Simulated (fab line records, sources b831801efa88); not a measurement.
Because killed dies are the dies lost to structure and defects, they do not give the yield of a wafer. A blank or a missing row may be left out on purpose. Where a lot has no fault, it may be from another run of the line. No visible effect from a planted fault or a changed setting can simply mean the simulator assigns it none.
Matching of chambers + flow gf180mcu + GF_PASSIVATION_CVD_00 on pecvd-02 has 3 sister chambers
The step deposits SiO2 from TEOS, target thk 1000 nm, time 111.95 s. 3 wafers are shown with their chamber, then 7 later ones without.

WAFERS PAIRED WITH THEIR CHAMBERS
| wafer  | chamber | susceptor temp C (C) |
|--------|---------|----------------------|
| L988.3 | 1       | 400.19               |
| L995.2 | 2       | 400.17               |
| L995.3 | 0       | 399.95               |

WAFERS WITH NO CHAMBER GIVEN
| wafer  | susceptor temp C (C) |
|--------|----------------------|
| L995.5 | 400.06               |
| L100.1 | 399.84               |
| L100.2 | 400.18               |
| L100.5 | 400.15               |
| L103.2 | 399.97               |
| L103.4 | 400.27               |
| L103.5 | 399.75               |

EACH ONE'S CHAMBER
| wafer  | from the rows above          | in truth                   |
|--------|------------------------------|----------------------------|
| L995.5 | can't be placed: 0 or 2 or 1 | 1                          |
| L100.1 | 0                            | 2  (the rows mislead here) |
| L100.2 | can't be placed: 1 or 2      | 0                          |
| L100.5 | can't be placed: 2 or 1 or 0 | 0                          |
| L103.2 | can't be placed: 0 or 2 or 1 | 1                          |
| L103.4 | can't be placed: 1 or 2      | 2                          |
| L103.5 | 0                            | 0                          |
Correctly placed: 1 of 7. From these rows, 5 cannot be placed; in 4 the true chamber is one of the candidates. Number placed wrongly: 1.
How it was worked out, from the rows above alone: a wafer's distance from a chamber is the root of the sum, over the readings, of the square of ((its reading less the chamber's mean) divided by the reading's scatter). If the next closest chamber is less than 2 further off than the closest, the wafer can't be placed; otherwise it belongs to the closest. For every chamber, the mean is computed from those of its wafers that are shown. The scatter: with one shown wafer a chamber, the root of the mean of the squares of how far each hidden wafer lies from its nearest shown one.
